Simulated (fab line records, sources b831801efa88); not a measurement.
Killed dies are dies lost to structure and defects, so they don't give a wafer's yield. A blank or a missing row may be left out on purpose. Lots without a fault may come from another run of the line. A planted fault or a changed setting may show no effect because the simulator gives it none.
Which tool did it? | flow gf180mcu | 24 lots, 72 wafers sampled, at 5 steps of a route of 602

WHAT THE GAUGES READ, wafer by wafer
GF_STI_THK_MEAS_30. Usual: STI_OXIDATION_02_THK 9.83 nm, standard deviation 0.21.
lot  | measured    | on            | STI_OXIDATION_02_THK (nm) | flag
L074 | day 2 07:44 | film_metro-04 | 9.71 9.88 9.81            |
L075 | day 2 11:34 | film_metro-03 | 9.72 9.63 9.58            |
L076 | day 2 21:19 | film_metro-01 | 10.02 9.99 10.06          |
L077 | day 2 23:33 | film_metro-01 | 9.92 10.04 9.99           |
L078 | day 3 03:17 | film_metro-04 | 9.73 9.82 9.83            |
L079 | day 3 07:31 | film_metro-01 | 9.90 9.83 9.80            |
L080 | day 3 12:40 | film_metro-01 | 10.24 10.08 10.35         |
L081 | day 3 17:31 | film_metro-01 | 9.78 9.66 9.54            |
L082 | day 4 01:43 | film_metro-04 | 9.69 9.35 9.58            |
L083 | day 4 05:36 | film_metro-03 | 9.39 9.56 9.49            |
L084 | day 4 09:16 | film_metro-04 | 9.98 10.00 9.98           |
L085 | day 4 15:10 | film_metro-03 | 9.76 9.97 9.66            |
L086 | day 4 21:05 | film_metro-01 | 9.64 9.77 9.74            |
L087 | day 5 00:23 | film_metro-03 | 9.75 9.85 9.72            |
L088 | day 5 07:18 | film_metro-01 | 10.04 9.81 9.91           |
L089 | day 5 12:26 | film_metro-04 | 9.90 9.63 9.86            |
L090 | day 5 17:08 | film_metro-04 | 9.73 9.69 9.65            |
L091 | day 5 22:37 | film_metro-03 | 9.99 9.91 9.98            |
L092 | day 6 02:36 | film_metro-03 | 10.13 10.20 9.97          |
L093 | day 6 08:37 | film_metro-03 | 10.09 10.10 10.30         |
L094 | day 6 13:23 | film_metro-03 | 9.88 9.88 9.89            |
L095 | day 6 18:31 | film_metro-04 | 9.85 10.16 10.10          |
L096 | day 7 00:58 | film_metro-04 | 9.52 9.46 9.39            |
L097 | day 7 04:27 | film_metro-04 | 10.02 9.85 9.73           |

GF_V3_OVL_MEAS_15. Usual: V3_OVL -3 nm, standard deviation 5.4.
lot  | measured     | on         | V3_OVL (nm) | flag
L074 | day 22 08:49 | overlay-02 | 0 -8 -2     |
L075 | day 22 21:49 | overlay-01 | -4 -6 -3    |
L076 | day 23 07:49 | overlay-02 | -5 -6 -6    |
L077 | day 23 12:01 | overlay-02 | -7 -8 -5    |
L078 | day 23 18:22 | overlay-01 | -8 -9 -3    |
L079 | day 24 04:13 | overlay-02 | -3 2 3      |
L080 | day 24 15:10 | overlay-02 | -9 -10 -7   |
L081 | day 24 16:48 | overlay-01 | -1 0 -7     |
L082 | day 25 07:17 | overlay-02 | -3 1 -1     |
L083 | day 25 13:00 | overlay-01 | -1 7 -10    |
L084 | day 25 22:25 | overlay-01 | -7 -7 -6    |
L085 | day 26 04:01 | overlay-01 | 1 -1 7      |
L086 | day 26 18:55 | overlay-02 | -7 -11 -8   |
L087 | day 26 22:34 | overlay-01 | -1 -7 3     |
L088 | day 27 04:52 | overlay-01 | 1 -4 0      |
L089 | day 27 12:40 | overlay-01 | -3 -6 6     |
L090 | day 27 18:43 | overlay-01 | -17 -12 -14 |
L091 | day 28 02:19 | overlay-02 | -10 -4 -2   |
L092 | day 28 08:28 | overlay-01 | 7 -1 2      |
L093 | day 28 17:16 | overlay-02 | 7 9 -1      |
L094 | day 29 00:56 | overlay-01 | -11 -3 -6   |
L095 | day 29 07:40 | overlay-01 | 2 2 -6      |
L096 | day 29 09:07 | overlay-01 | -6 -8 5     |
L097 | day 29 16:55 | overlay-02 | -14 -5 -1   |

WHICH TOOL RAN EACH LOT (tool, then ch and the chambers of the sampled wafers, then the start)
lot  | GF_M1_SPUTTER_01             | GF_V1_CVD_23                  | GF_M3_SPUTTER_00
L074 | pvd_sputter-04, day 16 05:23 | cvd_w-02 ch 0,1, day 18 04:02 | pvd_sputter-04, day 20 07:17
L075 | pvd_sputter-03, day 16 16:43 | cvd_w-02 ch 0,1, day 18 16:32 | pvd_sputter-04, day 20 20:52
L076 | pvd_sputter-03, day 17 02:02 | cvd_w-01 ch 0,1, day 19 03:06 | pvd_sputter-03, day 21 07:36
L077 | pvd_sputter-04, day 17 06:02 | cvd_w-01 ch 0,1, day 19 07:47 | pvd_sputter-04, day 21 13:02
L078 | pvd_sputter-03, day 17 13:06 | cvd_w-02 ch 0,1, day 19 14:28 | pvd_sputter-04, day 21 19:08
L079 | pvd_sputter-01, day 17 22:17 | cvd_w-01 ch 0, day 20 00:37   | pvd_sputter-01, day 22 04:26
L080 | pvd_sputter-04, day 18 08:23 | cvd_w-02 ch 0,1, day 20 11:49 | pvd_sputter-01, day 22 15:17
L081 | pvd_sputter-03, day 18 12:37 | cvd_w-01 ch 0,1, day 20 15:49 | pvd_sputter-04, day 22 19:01
L082 | pvd_sputter-04, day 19 02:56 | cvd_w-01 ch 0,1, day 21 06:15 | pvd_sputter-03, day 23 08:32
L083 | pvd_sputter-01, day 19 10:20 | cvd_w-01 ch 0,1, day 21 13:10 | pvd_sputter-01, day 23 15:28
L084 | pvd_sputter-04, day 19 21:32 | cvd_w-02 ch 0,1, day 22 00:48 | pvd_sputter-04, day 24 01:46
L085 | pvd_sputter-04, day 20 05:11 | cvd_w-02 ch 0,1, day 22 07:14 | pvd_sputter-03, day 24 07:44
L086 | pvd_sputter-04, day 20 19:48 | cvd_w-01 ch 0,1, day 22 22:28 | pvd_sputter-01, day 24 23:16
L087 | pvd_sputter-03, day 21 01:14 | cvd_w-01 ch 0,1, day 23 01:44 | pvd_sputter-03, day 25 02:41
L088 | pvd_sputter-01, day 21 08:05 | cvd_w-01 ch 0,1, day 23 08:58 | pvd_sputter-04, day 25 09:30
L089 | pvd_sputter-03, day 21 17:50 | cvd_w-01 ch 0,1, day 23 18:13 | pvd_sputter-03, day 25 17:34
L090 | pvd_sputter-03, day 22 00:56 | cvd_w-01 ch 0,1, day 24 00:43 | pvd_sputter-03, day 25 23:17
L091 | pvd_sputter-01, day 22 09:08 | cvd_w-02 ch 0,1, day 24 09:33 | pvd_sputter-03, day 26 08:46
L092 | pvd_sputter-03, day 22 16:24 | cvd_w-01 ch 0,1, day 24 16:19 | pvd_sputter-04, day 26 14:40
L093 | pvd_sputter-01, day 23 02:44 | cvd_w-02 ch 0,1, day 25 02:29 | pvd_sputter-03, day 26 23:50
L094 | pvd_sputter-04, day 23 11:07 | cvd_w-01 ch 0,1, day 25 09:59 | pvd_sputter-03, day 27 07:34
L095 | pvd_sputter-04, day 23 20:11 | cvd_w-02 ch 0,1, day 25 17:39 | pvd_sputter-04, day 27 14:36
L096 | pvd_sputter-01, day 23 22:29 | cvd_w-01 ch 0,1, day 25 20:11 | pvd_sputter-01, day 27 16:31
L097 | pvd_sputter-01, day 24 07:33 | cvd_w-01 ch 0,1, day 26 04:13 | pvd_sputter-01, day 28 00:38
- GF_M1_SPUTTER_01: material TiN, target thk 30 nm, time 25 s.
- GF_V1_CVD_23: deposits W, target thk 350 nm, time 105.05 s.
- GF_M3_SPUTTER_00: material Ti, target thk 37.5 nm, time 150 s.

WHAT THE TOOLS THEMSELVES READ (means of the sampled wafers that have a number; where no wafer has one, the mark that the record gives instead)
GF_M1_SPUTTER_01. Usual: throttle_valve_pct 29.8 %, standard deviation 0.54.
lot  | tool           | throttle_valve_pct (%) | flag
L074 | pvd_sputter-04 | 29.9                   |
L075 | pvd_sputter-03 | 29.5                   |
L076 | pvd_sputter-03 | 30.0                   |
L077 | pvd_sputter-04 | 29.7                   |
L078 | pvd_sputter-03 | 29.6                   |
L079 | pvd_sputter-01 | 30.6                   |
L080 | pvd_sputter-04 | 29.9                   |
L081 | pvd_sputter-03 | 29.6                   |
L082 | pvd_sputter-04 | 30.0                   |
L083 | pvd_sputter-01 | 30.0                   |
L084 | pvd_sputter-04 | 30.2                   |
L085 | pvd_sputter-04 | 30.2                   |
L086 | pvd_sputter-04 | 30.0                   |
L087 | pvd_sputter-03 | 29.7                   |
L088 | pvd_sputter-01 | 30.0                   |
L089 | pvd_sputter-03 | 29.6                   |
L090 | pvd_sputter-03 | 29.5                   |
L091 | pvd_sputter-01 | 29.8                   |
L092 | pvd_sputter-03 | 29.8                   |
L093 | pvd_sputter-01 | 30.1                   |
L094 | pvd_sputter-04 | 30.0                   |
L095 | pvd_sputter-04 | 29.6                   |
L096 | pvd_sputter-01 | 30.5                   |
L097 | pvd_sputter-01 | 30.0                   |

GF_V1_CVD_23. Usual: heater_power_w 821 W, standard deviation 57.
lot  | tool     | heater_power_w (W) | flag
L074 | cvd_w-02 | 771                |
L075 | cvd_w-02 | 774                |
L076 | cvd_w-01 | 865                |
L077 | cvd_w-01 | 857                |
L078 | cvd_w-02 | 768                |
L079 | cvd_w-01 | 791                |
L080 | cvd_w-02 | 772                |
L081 | cvd_w-01 | 858                |
L082 | cvd_w-01 | 828                |
L083 | cvd_w-01 | 832                |
L084 | cvd_w-02 | 783                |
L085 | cvd_w-02 | 768                |
L086 | cvd_w-01 | 825                |
L087 | cvd_w-01 | 844                |
L088 | cvd_w-01 | 821                |
L089 | cvd_w-01 | 867                |
L090 | cvd_w-01 | 815                |
L091 | cvd_w-02 | 786                |
L092 | cvd_w-01 | 869                |
L093 | cvd_w-02 | 778                |
L094 | cvd_w-01 | 834                |
L095 | cvd_w-02 | 782                |
L096 | cvd_w-01 | 825                |
L097 | cvd_w-01 | 858                |

GF_M3_SPUTTER_00. Usual: throttle_valve_pct 29.8 %, standard deviation 0.5.
lot  | tool           | throttle_valve_pct (%) | flag
L074 | pvd_sputter-04 | 30.2                   |
L075 | pvd_sputter-04 | 30.0                   |
L076 | pvd_sputter-03 | 29.7                   |
L077 | pvd_sputter-04 | 30.1                   |
L078 | pvd_sputter-04 | 30.2                   |
L079 | pvd_sputter-01 | 29.5                   |
L080 | pvd_sputter-01 | 30.0                   |
L081 | pvd_sputter-04 | 30.1                   |
L082 | pvd_sputter-03 | 30.1                   |
L083 | pvd_sputter-01 | 30.6                   |
L084 | pvd_sputter-04 | 29.7                   |
L085 | pvd_sputter-03 | 29.5                   |
L086 | pvd_sputter-01 | 30.0                   |
L087 | pvd_sputter-03 | 29.7                   |
L088 | pvd_sputter-04 | 29.8                   |
L089 | pvd_sputter-03 | 29.8                   |
L090 | pvd_sputter-03 | 30.0                   |
L091 | pvd_sputter-03 | 29.4                   |
L092 | pvd_sputter-04 | 29.9                   |
L093 | pvd_sputter-03 | 29.9                   |
L094 | pvd_sputter-03 | 29.6                   |
L095 | pvd_sputter-04 | 29.8                   |
L096 | pvd_sputter-01 | 30.5                   |
L097 | pvd_sputter-01 | 30.2                   |

THE ANSWER, worked out from the rows above alone
Rule: a lot is off if the mean of its wafers that have a number lies more than 3 standard deviations from the usual mean. A lot without any number at a reading at which 4 lots or more have one is off too. The other lots that the step has rows for count as sound. The gauges are gone through in route order, then the tools' own readings, and for those a lot's mean is taken as printed above. The first step at which some lot is off is used, and at that step the reading that is off furthest; a lot without a number counts as furthest.
No lot is off at any reading shown: from this, nothing can be told.

WHAT THE SIMULATOR HAD PUT IN
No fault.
